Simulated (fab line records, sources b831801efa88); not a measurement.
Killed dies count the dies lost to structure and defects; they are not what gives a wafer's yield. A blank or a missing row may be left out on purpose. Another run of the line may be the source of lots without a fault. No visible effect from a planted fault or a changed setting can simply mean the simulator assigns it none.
Which tool was responsible? -- flow sky130 -- 12 lots (36 wafers sampled), 1 step of a 708-step route

## WHAT THE GAUGES READ, wafer by wafer
SKY_FIELD_ISO_THK_MEAS_23.
lot,measured,on,FIELD_ISO_OXIDATION_01_THK (nm)
L075,day 2 11:27,film-metro-01,9.93 9.83 9.76
L077,day 3 01:22,film-metro-04,10.01 9.73 9.91
L079,day 3 10:28,film-metro-02,9.95 10.13 9.99
L081,day 3 19:37,film-metro-01,10.02 10.07 9.86
L083,day 4 08:47,film-metro-01,9.92 9.89 9.79
L085,day 4 18:10,film-metro-01,9.86 9.90 9.82
L087,day 5 05:11,film-metro-01,10.25 10.10 10.09
L089,day 5 16:05,film-metro-04,9.89 9.92 9.85
L091,day 6 00:41,film-metro-04,9.76 9.92 9.73
L093,day 6 13:06,film-metro-04,10.24 10.16 10.18
L095,day 6 23:24,film-metro-04,10.06 10.38 10.19
L097,day 7 06:28,film-metro-02,9.96 9.83 10.09

## TOOL THAT RAN EACH LOT (tool first, then ch and the chambers of the sampled wafers, then the start)
The record shows no process step preceding these readings.

## THE ANSWER, worked out from the rows above alone
Rule: usual is defined by the lots themselves. Put in order of their means at a reading, lots are off if they are a third of the lots or fewer, leave a main group of 4 or more, and stand apart from it by a gap of 3 or more times the standard deviation of the main group's means; of several such gaps the widest counts. A main group whose means are all the same, to the digits that the tables above print for the reading, isn't used. Also off: a lot with no number at a reading for which 4 or more lots have one. Any other lot the step has rows for is counted as sound.
None of the lots is off at any reading shown; this tells nothing.

## WHAT WAS PUT IN BY THE SIMULATOR
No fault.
